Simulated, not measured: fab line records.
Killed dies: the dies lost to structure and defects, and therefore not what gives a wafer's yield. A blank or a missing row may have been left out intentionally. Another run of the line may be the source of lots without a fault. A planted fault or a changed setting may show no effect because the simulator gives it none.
Matching of chambers + flow sfq-line + SFQ_TRILAYER_I3_VIA_BARC_OPEN_VIA_ETCH_121 on rie-diel-03: 4 sister chambers
The step etches BARC in O2, target depth 125 nm, time 41.7 s. 8 wafers are shown with their chamber, then 7 later ones without.

## WAFERS PAIRED WITH THEIR CHAMBERS
| wafer  | chamber | drypump-motor-current-A (A) | oes-product-au (a.u.) |
|--------|---------|-----------------------------|-----------------------|
| L146.1 | 1       | 5.62                        | 0.684                 |
| L147.2 | 0       | 5.41                        | 0.686                 |
| L147.5 | 3       | 5.77                        | 0.686                 |
| L151.3 | 2       | 5.75                        | 0.689                 |
| L151.5 | 2       | 5.77                        | 0.684                 |
| L151.6 | 3       | 5.82                        | 0.690                 |
| L163.3 | 0       | 5.43                        | 0.689                 |
| L163.4 | 1       | 5.63                        | 0.683                 |

## WAFERS MISSING THEIR CHAMBER
| wafer  | drypump-motor-current-A (A) | oes-product-au (a.u.) |
|--------|-----------------------------|-----------------------|
| L163.6 | 5.43                        | 0.696                 |
| L165.1 | 5.76                        | 0.686                 |
| L165.5 | 5.62                        | 0.686                 |
| L165.6 | 5.75                        | 0.694                 |
| L168.1 | 5.74                        | 0.684                 |
| L168.4 | 5.44                        | 0.691                 |
| L168.5 | 5.74                        | 0.680                 |

## WHICH CHAMBER EACH WENT THROUGH
| wafer  | from the rows above     | in truth |
|--------|-------------------------|----------|
| L163.6 | 0                       | 0        |
| L165.1 | can't be placed: 2 or 3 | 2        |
| L165.5 | 1                       | 1        |
| L165.6 | can't be placed: 2 or 3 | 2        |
| L168.1 | can't be placed: 2 or 3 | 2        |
| L168.4 | 0                       | 0        |
| L168.5 | can't be placed: 2 or 3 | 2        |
Correct placement for 3 of the 7. From these rows, 4 cannot be placed; in 4 the true chamber is one of the candidates. Number placed wrongly: 0.
How it was worked out, from the rows above alone: a wafer's distance from a chamber is the root of the sum, over the readings, of the square of ((its reading less the chamber's mean) divided by the reading's scatter). The wafer belongs to the nearest chamber; if the next one is less than 2 further off, it can't be placed. For every chamber, the mean is computed from those of its wafers that are shown. The scatter: the root of (the sum of the squares of (reading less its chamber's mean) over the shown wafers, divided by (wafers less chambers)).
